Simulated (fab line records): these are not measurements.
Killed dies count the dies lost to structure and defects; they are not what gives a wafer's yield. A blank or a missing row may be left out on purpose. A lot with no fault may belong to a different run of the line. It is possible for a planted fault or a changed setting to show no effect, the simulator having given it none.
fab line records	flow sky130
record: lots: 14	wafers: 42	last_day: 50
route steps=708 shown SONOS_ONO@182 GATE_OXIDE@189 POLY_GATE@218 PAD_OPEN@708
lots that met no fault: taken from a fault-free run of the same line
start_h: the number of hours between the record's first day and the start of the first shown wafer of the lot	wait_h: hours elapsed since this lot's preceding step	" the same as in the row above	L1.1+2: a row that stands for several wafers	- no value present, or no start provided	* or withheld: withheld	< > ~ a bound
route shown NAME@n: NAME is a module with steps in the file, n the number in the route of the first one	usual: mean/standard deviation taken from wafers without a fault	same: alike in all rows	chamber/n: place in a boat	sites: readings site by site	_std_site: standard deviation across them	_edge_site: outer sites' mean less inner sites'	radius_mm: how far each site lies from the wafer's centre	mask NAME#n: copy n	behind: tool/chamber where the wafer was last shaped	hold: cause of the lot's hold/its duration in hours/its outcome	device: the n, p or np transistor that did not switch	end of line: tests run on the same wafers once the route is complete	a step given without rows: its recipe and nothing more	killed: dies lost to structure and defects at the first sort, not the wafer's yield	map: the dies of a wafer, with x for killed, . for not killed, _ for no die there
set.NAME: the run value of the setting; set.NAME@STEP: its run value at that earlier step	model.NAME: the simulator's own value behind a step, which no gauge read
steps of the route over a sample of lots; a table a step, a row a wafer
services: when a tool's chamber went out of use (start_h, in hours from the record's first day, below 0 if earlier), for how many hours, and the reason
== steps ==
step: SKY_SONOS_ONO_OVL_MEAS_14
usual: SONOS_ONO_OVL: -0.5/1.6
lot.wafer	tool	chamber	start_h	wait_h	SONOS_ONO_OVL[nm]
L466.1	overlay-01	-	285.81	0.1	-3.4
L466.3	"	-	"	"	-2.4
L466.6	"	-	"	"	-3.0
L469.2	overlay-01	-	309.95	0.1	-0.3
L469.3	"	-	"	"	-1.7
L469.4	"	-	"	"	-0.5
L468.2	overlay-02	-	311.49	0.1	1.0
L468.3	"	-	"	"	-0.4
L468.5	"	-	"	"	0.4
L470.1	overlay-02	-	315.81	0.1	3.4
L470.5	"	-	"	"	3.6
L470.6	"	-	"	"	2.6
L472.1	overlay-02	-	332.78	0.1	-1.1
L472.2	"	-	"	"	0.1
L472.3	"	-	"	"	-1.5
L473.2	overlay-02	-	337.65	0.1	1.1
L473.4	"	-	"	"	-0.3
L473.6	"	-	"	"	0.8
L476.3	overlay-02	-	367.37	0.1	1.2
L476.4	"	-	"	"	2.2
L476.5	"	-	"	"	0.0
L477.2	overlay-02	-	370.60	0.1	-0.9
L477.3	"	-	"	"	0.7
L477.5	"	-	"	"	0.1
L478.1	overlay-02	-	374.48	0.1	1.1
L478.4	"	-	"	"	2.2
L478.6	"	-	"	"	-0.1
L483.2	overlay-01	-	417.14	0.1	-1.3
L483.4	"	-	"	"	-1.7
L483.6	"	-	"	"	-0.1
L485.3	overlay-01	-	431.97	0.1	-2.2
L485.4	"	-	"	"	-2.9
L485.5	"	-	"	"	-1.7
L486.1	overlay-02	-	443.16	0.1	0.2
L486.2	"	-	"	"	-3.2
L486.4	"	-	"	"	-1.5
L487.2	overlay-02	-	456.27	0.1	-0.2
L487.3	"	-	"	"	0.8
L487.6	"	-	"	"	-0.9
L488.1	overlay-02	-	459.81	0.1	-0.6
L488.3	"	-	"	"	-0.7
L488.5	"	-	"	"	-1.6
step: SKY_GATE_OXIDE_THK_MEAS_02
recipe: reads: SiO2_of_GATE_OXIDE_OXIDATION_01
usual: GATE_OXIDE_OXIDATION_00_THK: 10.29/0.21
lot.wafer	tool	chamber	start_h	wait_h	GATE_OXIDE_OXIDATION_00_THK[nm]
L466.1	film_metro-01	-	290.49	0.0	10.54
L466.3	"	-	"	"	10.61
L466.6	"	-	"	"	10.55
L468.2	film_metro-01	-	313.76	0.0	9.99
L468.3	"	-	"	"	10.05
L468.5	"	-	"	"	10.14
L469.2	film_metro-02	-	313.76	0.0	10.03
L469.3	"	-	"	"	10.07
L469.4	"	-	"	"	10.19
L470.1	film_metro-03	-	317.78	0.0	10.05
L470.5	"	-	"	"	10.18
L470.6	"	-	"	"	10.15
L472.1	film_metro-02	-	334.61	0.0	10.74
L472.2	"	-	"	"	10.59
L472.3	"	-	"	"	10.57
L473.2	film_metro-03	-	341.31	0.0	10.24
L473.4	"	-	"	"	10.21
L473.6	"	-	"	"	10.06
L476.3	film_metro-03	-	369.58	0.0	10.61
L476.4	"	-	"	"	10.74
L476.5	"	-	"	"	10.77
L477.2	film_metro-03	-	373.86	0.0	10.30
L477.3	"	-	"	"	10.31
L477.5	"	-	"	"	10.34
L478.1	film_metro-02	-	377.46	0.0	10.48
L478.4	"	-	"	"	10.48
L478.6	"	-	"	"	10.37
L483.2	film_metro-03	-	419.61	0.0	10.35
L483.4	"	-	"	"	10.25
L483.6	"	-	"	"	10.08
L485.3	film_metro-03	-	433.99	0.0	10.08
L485.4	"	-	"	"	10.13
L485.5	"	-	"	"	10.19
L486.1	film_metro-03	-	445.45	0.0	10.01
L486.2	"	-	"	"	10.09
L486.4	"	-	"	"	9.92
L487.2	film_metro-01	-	458.11	0.0	10.15
L487.3	"	-	"	"	10.08
L487.6	"	-	"	"	10.19
L488.1	film_metro-03	-	461.67	0.0	10.31
L488.3	"	-	"	"	10.05
L488.5	"	-	"	"	10.18
step: SKY_POLY_GATE_THK_MEAS_04
recipe: reads: Si3N4_of_POLY_GATE_CVD_03
usual: POLY_GATE_CVD_03_THK: 75.2/0.78
lot.wafer	tool	chamber	start_h	wait_h	POLY_GATE_CVD_03_THK[nm]
L466.1	film_metro-02	-	351.83	0.0	74.2
L466.3	"	-	"	"	74.7
L466.6	"	-	"	"	74.5
L469.2	film_metro-01	-	372.66	0.0	74.7
L469.3	"	-	"	"	74.3
L469.4	"	-	"	"	74.2
L468.2	film_metro-01	-	374.01	0.0	74.8
L468.3	"	-	"	"	75.5
L468.5	"	-	"	"	75.5
L470.1	film_metro-01	-	379.40	0.0	74.4
L470.5	"	-	"	"	74.0
L470.6	"	-	"	"	74.1
L472.1	film_metro-01	-	396.53	0.0	75.3
L472.2	"	-	"	"	76.1
L472.3	"	-	"	"	75.8
L473.2	film_metro-02	-	405.42	0.0	75.4
L473.4	"	-	"	"	74.3
L473.6	"	-	"	"	74.9
L476.3	film_metro-04	-	433.20	0.0	75.1
L476.4	"	-	"	"	75.6
L476.5	"	-	"	"	75.7
L477.2	film_metro-01	-	439.33	0.0	75.4
L477.3	"	-	"	"	75.3
L477.5	"	-	"	"	76.2
L478.1	film_metro-01	-	442.88	0.0	75.0
L478.4	"	-	"	"	75.0
L478.6	"	-	"	"	74.7
L483.2	film_metro-04	-	487.91	0.0	75.4
L483.4	"	-	"	"	76.0
L483.6	"	-	"	"	75.5
L485.3	film_metro-02	-	502.24	0.0	74.5
L485.4	"	-	"	"	74.8
L485.5	"	-	"	"	75.9
L486.1	film_metro-04	-	512.23	0.0	76.6
L486.2	"	-	"	"	76.7
L486.4	"	-	"	"	76.5
L487.2	film_metro-02	-	527.72	0.0	75.4
L487.3	"	-	"	"	75.2
L487.6	"	-	"	"	75.1
L488.1	film_metro-04	-	530.80	0.0	73.7
L488.3	"	-	"	"	73.7
L488.5	"	-	"	"	74.3
step: SKY_POLY_GATE_SOFTBAKE_09
recipe: temp_c: 100	time_s: 90	resist: KrF-thick
usual: exhaust_pa: 45.0/0.88	heater_power_total_W: 57.36/0.12	plate_temp_C: 99.99/0.13
lot.wafer	tool	chamber	start_h	wait_h	exhaust_pa	heater_power_total_W	plate_temp_C
L466.1	litho_track-01	0	366	-	43.4	57.34	99.92
L466.3	"	0	"	"	44.4	57.18	100.10
L466.6	"	0	"	"	44.0	57.32	100.00
L469.2	litho_track-01	0	387	-	44.9	57.32	99.98
L469.3	"	0	"	"	45.5	57.28	100.00
L469.4	"	0	"	"	44.1	57.44	100.16
L468.2	litho_track-02	0	388	-	46.8	57.46	100.05
L468.3	"	0	"	"	45.4	57.32	100.02
L468.5	"	0	"	"	45.8	57.45	100.20
L470.1	litho_track-02	0	393	-	44.8	57.44	100.01
L470.5	"	0	"	"	45.5	57.21	99.89
L470.6	"	0	"	"	45.2	57.60	99.98
L472.1	litho_track-02	0	411	-	46.1	57.28	100.01
L472.2	"	0	"	"	45.2	57.33	99.99
L472.3	"	0	"	"	45.9	57.46	100.08
L473.2	litho_track-03	0	420	-	46.2	57.45	99.91
L473.4	"	0	"	"	44.9	57.21	99.91
L473.6	"	0	"	"	47.1	57.27	99.87
L476.3	litho_track-03	0	449	-	44.6	55.16	97.21
L476.4	"	0	"	"	45.1	55.07	96.99
L476.5	"	0	"	"	44.3	55.25	97.13
L477.2	litho_track-03	0	454	-	46.0	54.99	97.09
L477.3	"	0	"	"	45.2	55.16	96.96
L477.5	"	0	"	"	46.3	55.04	96.87
L478.1	litho_track-01	0	458	-	46.2	57.44	99.99
L478.4	"	0	"	"	45.6	57.52	100.03
L478.6	"	0	459	-	44.6	57.23	100.14
L483.2	litho_track-02	0	502	-	45.2	57.38	100.08
L483.4	"	0	503	-	43.7	57.24	100.08
L483.6	"	0	"	"	44.1	57.39	100.20
L485.3	litho_track-03	0	517	-	46.0	57.39	100.16
L485.4	"	0	"	"	46.4	57.53	99.91
L485.5	"	0	"	"	46.2	57.18	100.00
L486.1	litho_track-02	0	526	-	45.4	57.14	100.00
L486.2	"	0	"	"	47.3	57.57	99.82
L486.4	"	0	"	"	46.0	57.59	99.83
L487.2	litho_track-02	0	542	-	44.4	57.40	100.00
L487.3	"	0	543	-	44.6	57.40	99.88
L487.6	"	0	"	"	43.4	57.43	100.12
L488.1	litho_track-01	0	545	-	45.3	57.18	100.10
L488.3	"	0	546	-	46.3	57.62	100.09
L488.5	"	0	"	"	43.1	57.31	100.36
step: SKY_PAD_OPEN_PROBE_99
usual: killed_at_M0_to_M3: 43/6.7	killed_at_M4_up: 3.2/2.1	killed_at_contacts: 25/5.9	killed_at_front_end: 16/4.7	killed_at_other: 0.3/0.54	killed_dies: 87/9.8	killed_on_rim: 17/3.7	killed_open: 47/6.7	killed_short: 40/6.5
same: gross_dies: 492	killed_at_back_side: 0
lot.wafer	tool	chamber	start_h	wait_h	killed_at_M0_to_M3	killed_at_M4_up	killed_at_contacts	killed_at_front_end	killed_at_other	killed_dies	killed_on_rim	killed_open	killed_short
L466.1	prober-02	-	1089.26	0.1	41	2	19	17	0	79	14	52	27
L466.3	prober-02	-	1089.36	0.2	41	5	26	10	0	82	16	40	42
L466.6	prober-02	-	1089.51	0.2	55	3	30	15	0	103	21	56	47
L469.2	prober-02	-	1101.56	0.1	42	5	27	14	0	88	18	45	43
L469.3	prober-02	-	1101.61	0.2	47	2	26	9	0	84	21	51	33
L469.4	prober-02	-	1101.66	0.2	40	0	21	18	0	79	16	48	31
L468.2	prober-01	-	1106.30	0.1	33	3	22	22	2	82	19	39	43
L468.3	prober-01	-	1106.35	0.2	32	4	16	23	0	75	11	37	38
L468.5	prober-01	-	1106.45	0.2	42	5	30	11	0	88	21	46	42
L470.1	prober-02	-	1108.55	0.1	45	3	31	16	0	95	16	41	54
L470.5	prober-02	-	1108.75	0.2	47	2	21	12	0	82	17	52	30
L470.6	prober-02	-	1108.80	0.2	37	1	31	14	1	84	15	50	34
L472.1	prober-02	-	1119.24	0.1	42	7	27	6	0	82	19	45	36
L472.2	prober-02	-	1119.29	0.1	46	4	21	17	0	88	14	42	44
L472.3	prober-02	-	1119.34	0.2	63	0	22	14	0	99	26	60	38
L473.2	prober-01	-	1126.76	0.1	34	6	36	15	0	91	20	44	47
L473.4	prober-01	-	1126.86	0.2	36	4	16	21	0	77	14	36	39
L473.6	prober-01	-	1126.96	0.2	42	9	30	19	0	100	21	56	42
L476.3	prober-02	-	1145.23	0.2	48	5	29	11	1	94	20	54	39
L476.4	prober-02	-	1145.28	0.2	39	5	24	18	0	86	14	49	35
L476.5	prober-02	-	1145.33	0.2	47	8	29	13	0	97	20	43	53
L477.2	prober-01	-	1148.45	0.1	43	2	19	11	0	75	15	37	38
L477.3	prober-01	-	1148.50	0.2	32	2	16	15	0	65	10	34	31
L477.5	prober-01	-	1148.60	0.2	33	4	15	12	0	64	11	31	32
L478.1	prober-02	-	1150.69	0.1	39	3	26	14	0	82	11	48	34
L478.4	prober-02	-	1150.85	0.2	37	3	20	25	1	86	17	43	43
L478.6	prober-02	-	1150.94	0.2	42	3	29	15	1	90	13	45	45
L483.2	prober-01	-	1175.70	0.1	42	4	29	14	0	89	16	47	41
L483.4	prober-01	-	1175.80	0.2	46	1	29	18	0	94	21	49	45
L483.6	prober-01	-	1175.90	0.2	48	4	27	15	0	94	16	53	41
L485.3	prober-01	-	1184.84	0.2	40	8	29	10	1	88	16	50	38
L485.4	prober-01	-	1184.89	0.2	40	3	25	19	0	87	13	52	35
L485.5	prober-01	-	1184.94	0.2	45	0	29	12	0	86	16	56	30
L486.1	prober-02	-	1188.85	0.1	40	4	22	15	0	81	19	41	40
L486.2	prober-02	-	1188.90	0.1	45	3	32	10	0	90	20	44	46
L486.4	prober-02	-	1189.00	0.2	45	2	31	8	0	86	18	46	40
L487.2	prober-01	-	1197.80	0.1	37	2	20	8	1	68	17	33	35
L487.3	prober-01	-	1197.85	0.2	43	5	17	12	1	78	13	39	39
L487.6	prober-01	-	1198.00	0.2	53	1	12	20	2	88	14	44	42
L488.1	prober-02	-	1198.95	0.1	40	3	10	16	0	69	12	30	37
L488.3	prober-02	-	1199.05	0.2	39	2	27	18	0	86	15	45	40
L488.5	prober-02	-	1199.15	0.2	42	2	21	19	0	84	13	43	41
killed by level:class
L466.1 CONTACT:geometric_particle:open=14 METAL1:geometric_particle:short=9 VIA1:geometric_particle:open=8 POLY_GATE:geometric_particle:open=7 VIA2:geometric_particle:open=7 POLY_GATE:geometric_particle:short=4 VIA3:geometric_particle:open=4 FIELD_ISO:geometric_particle:open=3
L466.3 CONTACT:geometric_particle:open=13 METAL1:geometric_particle:short=8 METAL2:geometric_particle:short=8 LI_CONTACT:geometric_particle:open=6 VIA3:geometric_particle:open=6 POLY_GATE:geometric_particle:short=5 VIA1:geometric_particle:open=5 METAL4:geometric_particle:short=5
L466.6 LI_CONTACT:geometric_particle:open=10 VIA1:geometric_particle:open=10 CONTACT:geometric_particle:short=7 CONTACT:geometric_particle:open=7 VIA2:geometric_particle:open=6 METAL1:geometric_particle:short=6 METAL3:geometric_particle:short=6 VIA3:geometric_particle:open=6
L469.2 VIA1:geometric_particle:open=12 CONTACT:geometric_particle:open=10 FIELD_ISO:geometric_particle:open=6 CONTACT:geometric_particle:short=6 METAL1:geometric_particle:short=6 VIA1:geometric_particle:short=6 LOCAL_INTERCONNECT:geometric_particle:short=5 VIA2:geometric_particle:open=5
L469.3 VIA1:geometric_particle:open=16 CONTACT:geometric_particle:open=12 VIA2:geometric_particle:open=6 LI_CONTACT:geometric_particle:open=6 FIELD_ISO:geometric_particle:short=5 VIA1:geometric_particle:short=5 METAL2:geometric_particle:short=5 VIA3:geometric_particle:open=4
L469.4 VIA1:geometric_particle:open=10 CONTACT:geometric_particle:open=9 VIA3:geometric_particle:open=9 POLY_GATE:geometric_particle:short=5 POLY_GATE:geometric_particle:open=5 LI_CONTACT:geometric_particle:open=5 METAL2:geometric_particle:short=5 FIELD_ISO:geometric_particle:short=4
L468.2 FIELD_ISO:geometric_particle:open=9 LI_CONTACT:geometric_particle:open=7 FIELD_ISO:geometric_particle:short=6 CONTACT:geometric_particle:open=6 METAL1:geometric_particle:short=5 VIA1:geometric_particle:open=5 VIA1:geometric_particle:short=5 METAL2:geometric_particle:short=5
L468.3 FIELD_ISO:geometric_particle:open=9 FIELD_ISO:geometric_particle:short=9 VIA1:geometric_particle:open=8 VIA1:geometric_particle:short=7 LI_CONTACT:geometric_particle:open=7 CONTACT:geometric_particle:open=5 POLY_GATE:geometric_particle:short=4 METAL1:geometric_particle:short=4
L468.5 CONTACT:geometric_particle:open=10 LI_CONTACT:geometric_particle:open=9 VIA1:geometric_particle:open=9 VIA2:geometric_particle:short=7 LOCAL_INTERCONNECT:geometric_particle:short=5 VIA1:geometric_particle:short=5 VIA2:geometric_particle:open=4 METAL2:geometric_particle:short=4
L470.1 VIA1:geometric_particle:open=10 METAL1:geometric_particle:short=10 CONTACT:geometric_particle:open=9 CONTACT:geometric_particle:short=7 METAL2:geometric_particle:short=7 VIA2:geometric_particle:open=7 LI_CONTACT:geometric_particle:short=5 LI_CONTACT:geometric_particle:open=5
L470.5 VIA1:geometric_particle:open=13 METAL1:geometric_particle:short=8 VIA3:geometric_particle:open=8 CONTACT:geometric_particle:open=7 VIA2:geometric_particle:open=7 LI_CONTACT:geometric_particle:open=6 CONTACT:geometric_particle:short=5 FIELD_ISO:geometric_particle:open=4
L470.6 LI_CONTACT:geometric_particle:open=9 CONTACT:geometric_particle:open=9 VIA1:geometric_particle:open=8 LOCAL_INTERCONNECT:geometric_particle:short=6 FIELD_ISO:geometric_particle:open=5 VIA2:geometric_particle:open=5 VIA3:geometric_particle:open=5 CONTACT:geometric_particle:short=4
L472.1 LI_CONTACT:geometric_particle:open=13 VIA1:geometric_particle:open=13 VIA3:geometric_particle:open=6 METAL4:geometric_particle:short=6 METAL2:geometric_particle:short=5 CONTACT:geometric_particle:short=5 LI_CONTACT:geometric_particle:short=5 METAL1:geometric_particle:short=5
L472.2 VIA1:geometric_particle:open=10 LI_CONTACT:geometric_particle:open=7 CONTACT:geometric_particle:open=7 METAL1:geometric_particle:short=6 METAL2:geometric_particle:short=6 VIA3:geometric_particle:open=5 VIA1:geometric_particle:short=5 POLY_GATE:geometric_particle:short=4
L472.3 VIA1:geometric_particle:open=15 METAL1:geometric_particle:short=11 VIA2:geometric_particle:open=10 CONTACT:geometric_particle:open=9 VIA3:geometric_particle:open=8 LI_CONTACT:geometric_particle:open=7 METAL2:geometric_particle:short=7 VIA1:geometric_particle:short=5
L473.2 CONTACT:geometric_particle:open=10 CONTACT:geometric_particle:short=9 LOCAL_INTERCONNECT:geometric_particle:short=8 VIA1:geometric_particle:open=8 VIA1:geometric_particle:short=8 LI_CONTACT:geometric_particle:open=7 VIA3:geometric_particle:open=7 POLY_GATE:geometric_particle:open=5
L473.4 METAL1:geometric_particle:short=9 VIA1:geometric_particle:open=6 VIA2:geometric_particle:open=6 POLY_GATE:geometric_particle:short=5 LOCAL_INTERCONNECT:geometric_particle:short=5 METAL3:geometric_particle:short=5 VIA3:geometric_particle:open=5 FIELD_ISO:geometric_particle:open=4
L473.6 VIA1:geometric_particle:open=13 CONTACT:geometric_particle:open=9 LI_CONTACT:geometric_particle:open=8 METAL4:geometric_particle:short=7 CONTACT:geometric_particle:short=6 VIA2:geometric_particle:open=5 VIA3:geometric_particle:open=5 FIELD_ISO:geometric_particle:open=4
L476.3 LI_CONTACT:geometric_particle:open=10 CONTACT:geometric_particle:open=10 VIA1:geometric_particle:open=9 VIA2:geometric_particle:open=8 CONTACT:geometric_particle:short=7 VIA1:geometric_particle:short=6 FIELD_ISO:geometric_particle:open=5 VIA3:geometric_particle:open=5
L476.4 VIA1:geometric_particle:open=12 CONTACT:geometric_particle:open=10 FIELD_ISO:geometric_particle:open=6 POLY_GATE:geometric_particle:open=5 LI_CONTACT:geometric_particle:open=5 METAL3:geometric_particle:short=5 VIA3:geometric_particle:open=5 CONTACT:geometric_particle:short=4
L476.5 VIA1:geometric_particle:open=12 LI_CONTACT:geometric_particle:open=11 METAL1:geometric_particle:short=8 LOCAL_INTERCONNECT:geometric_particle:short=6 CONTACT:geometric_particle:short=6 CONTACT:geometric_particle:open=6 VIA1:geometric_particle:short=5 METAL2:geometric_particle:short=5
L477.2 CONTACT:geometric_particle:open=8 VIA1:geometric_particle:short=8 METAL1:geometric_particle:short=7 LI_CONTACT:geometric_particle:open=6 VIA2:geometric_particle:short=6 VIA1:geometric_particle:open=5 VIA3:geometric_particle:open=5 FIELD_ISO:geometric_particle:open=4
L477.3 FIELD_ISO:geometric_particle:open=6 METAL1:geometric_particle:short=6 VIA1:geometric_particle:open=6 VIA3:geometric_particle:open=6 POLY_GATE:geometric_particle:short=5 LOCAL_INTERCONNECT:geometric_particle:short=5 LI_CONTACT:geometric_particle:open=3 CONTACT:geometric_particle:open=3
L477.5 CONTACT:geometric_particle:open=8 VIA1:geometric_particle:open=6 FIELD_ISO:geometric_particle:short=4 POLY_GATE:geometric_particle:open=4 METAL1:geometric_particle:short=4 VIA2:geometric_particle:open=4 VIA3:geometric_particle:open=4 POLY_GATE:geometric_particle:short=3
L478.1 VIA3:geometric_particle:open=9 CONTACT:geometric_particle:open=9 VIA1:geometric_particle:open=8 FIELD_ISO:geometric_particle:open=6 VIA2:geometric_particle:open=6 LI_CONTACT:geometric_particle:open=5 CONTACT:geometric_particle:short=4 LI_CONTACT:geometric_particle:short=4
L478.4 FIELD_ISO:geometric_particle:short=7 CONTACT:geometric_particle:open=7 METAL1:geometric_particle:short=7 FIELD_ISO:geometric_particle:open=6 CONTACT:geometric_particle:short=6 POLY_GATE:geometric_particle:short=5 METAL1:geometric_particle:open=5 VIA1:geometric_particle:open=5
L478.6 CONTACT:geometric_particle:open=10 VIA1:geometric_particle:open=8 CONTACT:geometric_particle:short=8 FIELD_ISO:geometric_particle:open=7 VIA2:geometric_particle:open=7 LI_CONTACT:geometric_particle:open=6 METAL1:geometric_particle:short=6 VIA1:geometric_particle:short=5
L483.2 CONTACT:geometric_particle:open=14 VIA1:geometric_particle:open=10 METAL2:geometric_particle:short=7 LI_CONTACT:geometric_particle:short=6 LI_CONTACT:geometric_particle:open=6 VIA1:geometric_particle:short=6 VIA3:geometric_particle:open=5 FIELD_ISO:geometric_particle:short=4
L483.4 LI_CONTACT:geometric_particle:open=14 METAL3:geometric_particle:short=8 CONTACT:geometric_particle:open=6 METAL1:geometric_particle:short=6 VIA1:geometric_particle:open=6 VIA3:geometric_particle:open=6 FIELD_ISO:geometric_particle:open=5 FIELD_ISO:geometric_particle:short=5
L483.6 VIA1:geometric_particle:open=17 CONTACT:geometric_particle:open=12 POLY_GATE:geometric_particle:short=6 LI_CONTACT:geometric_particle:open=6 POLY_GATE:geometric_particle:open=5 LOCAL_INTERCONNECT:geometric_particle:short=5 METAL1:geometric_particle:short=5 VIA3:geometric_particle:open=5
L485.3 CONTACT:geometric_particle:open=12 VIA2:geometric_particle:open=9 METAL4:geometric_particle:short=7 LI_CONTACT:geometric_particle:open=7 VIA1:geometric_particle:open=7 LI_CONTACT:geometric_particle:short=5 VIA2:geometric_particle:short=5 METAL2:geometric_particle:short=5
L485.4 CONTACT:geometric_particle:open=10 LI_CONTACT:geometric_particle:open=8 VIA1:geometric_particle:open=8 VIA3:geometric_particle:open=7 METAL1:geometric_particle:short=6 FIELD_ISO:geometric_particle:short=5 VIA2:geometric_particle:open=5 POLY_GATE:geometric_particle:short=4
L485.5 LI_CONTACT:geometric_particle:open=11 CONTACT:geometric_particle:open=10 VIA3:geometric_particle:open=9 METAL1:geometric_particle:short=8 VIA1:geometric_particle:open=8 VIA2:geometric_particle:open=7 FIELD_ISO:geometric_particle:open=4 CONTACT:geometric_particle:short=4
L486.1 VIA1:geometric_particle:open=11 LI_CONTACT:geometric_particle:open=6 VIA1:geometric_particle:short=6 VIA2:geometric_particle:open=6 CONTACT:geometric_particle:short=6 CONTACT:geometric_particle:open=6 FIELD_ISO:geometric_particle:open=5 FIELD_ISO:geometric_particle:short=5
L486.2 CONTACT:geometric_particle:open=10 LI_CONTACT:geometric_particle:open=9 VIA1:geometric_particle:open=9 METAL1:geometric_particle:short=7 CONTACT:geometric_particle:short=7 VIA3:geometric_particle:open=6 METAL2:geometric_particle:short=5 VIA2:geometric_particle:open=5
L486.4 VIA1:geometric_particle:open=12 CONTACT:geometric_particle:open=8 LI_CONTACT:geometric_particle:short=6 VIA2:geometric_particle:open=6 VIA3:geometric_particle:open=6 LI_CONTACT:geometric_particle:open=5 LOCAL_INTERCONNECT:geometric_particle:short=5 CONTACT:geometric_particle:short=5
L487.2 METAL2:geometric_particle:short=9 LI_CONTACT:geometric_particle:open=6 VIA1:geometric_particle:open=6 CONTACT:geometric_particle:open=5 VIA3:geometric_particle:open=5 CONTACT:geometric_particle:short=4 METAL1:geometric_particle:short=4 VIA2:geometric_particle:open=4
L487.3 VIA1:geometric_particle:open=7 VIA3:geometric_particle:open=7 LI_CONTACT:geometric_particle:open=6 METAL2:geometric_particle:short=5 VIA2:geometric_particle:open=5 VIA2:geometric_particle:short=5 FIELD_ISO:geometric_particle:short=4 VIA1:geometric_particle:short=4
L487.6 VIA1:geometric_particle:open=11 METAL1:geometric_particle:short=7 FIELD_ISO:geometric_particle:short=6 METAL2:geometric_particle:short=6 VIA3:geometric_particle:open=6 VIA2:geometric_particle:open=5 FIELD_ISO:geometric_particle:open=4 LI_CONTACT:geometric_particle:open=4
L488.1 METAL1:geometric_particle:short=8 VIA3:geometric_particle:open=6 METAL2:geometric_particle:short=5 VIA2:geometric_particle:open=5 VIA2:geometric_particle:short=4 POLY_GATE:geometric_particle:short=4 FIELD_ISO:geometric_particle:open=3 POLY_GATE:geometric_particle:open=3
L488.3 LI_CONTACT:geometric_particle:open=9 VIA1:geometric_particle:open=8 LOCAL_INTERCONNECT:geometric_particle:short=6 VIA2:geometric_particle:open=6 VIA3:geometric_particle:open=6 FIELD_ISO:geometric_particle:short=5 CONTACT:geometric_particle:short=5 CONTACT:geometric_particle:open=5
L488.5 VIA2:geometric_particle:open=12 FIELD_ISO:geometric_particle:open=7 CONTACT:geometric_particle:short=7 VIA1:geometric_particle:open=7 FIELD_ISO:geometric_particle:short=6 LI_CONTACT:geometric_particle:open=6 CONTACT:geometric_particle:open=5 VIA1:geometric_particle:short=5
== services ==
tool	chamber	start_h	hours	kind
litho_track-03	-	544.83	-	consumable_replace:filter
== key ==
first_sign: step: SKY_POLY_GATE_SOFTBAKE_09	reading: plate_temp_C	direction: down	sigmas: 23	usual: *	struck: *
effect: step: SKY_POLY_GATE_SOFTBAKE_09	reading: heater_power_total_W	direction: down	sigmas: 18	usual: *	struck: *
met_at SKY_POLY_GATE_SOFTBAKE_09
struck_lots L476,L477
tester_left_out L476,L477
not_acting_at SKY_SONOS_ONO_OVL_MEAS_14,SKY_GATE_OXIDE_THK_MEAS_02,SKY_POLY_GATE_THK_MEAS_04
onset_between 420 449
fault: kind: process_parameter_drift	tool: litho_track-03	chamber: -	onset_h: 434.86	steps: SKY_POLY_GATE_SOFTBAKE_09	channel: temp_c	offset: *	shape: step	end_h: 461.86	acts_in: *	stated: *
tester_left_out: of these lots the tester's yield and bins aren't shown, on N5 and GAA mostly nor the transistor test; their killed dies are dies lost to structure and defects alone, not to doping, threshold or leakage, so they don't give the yield
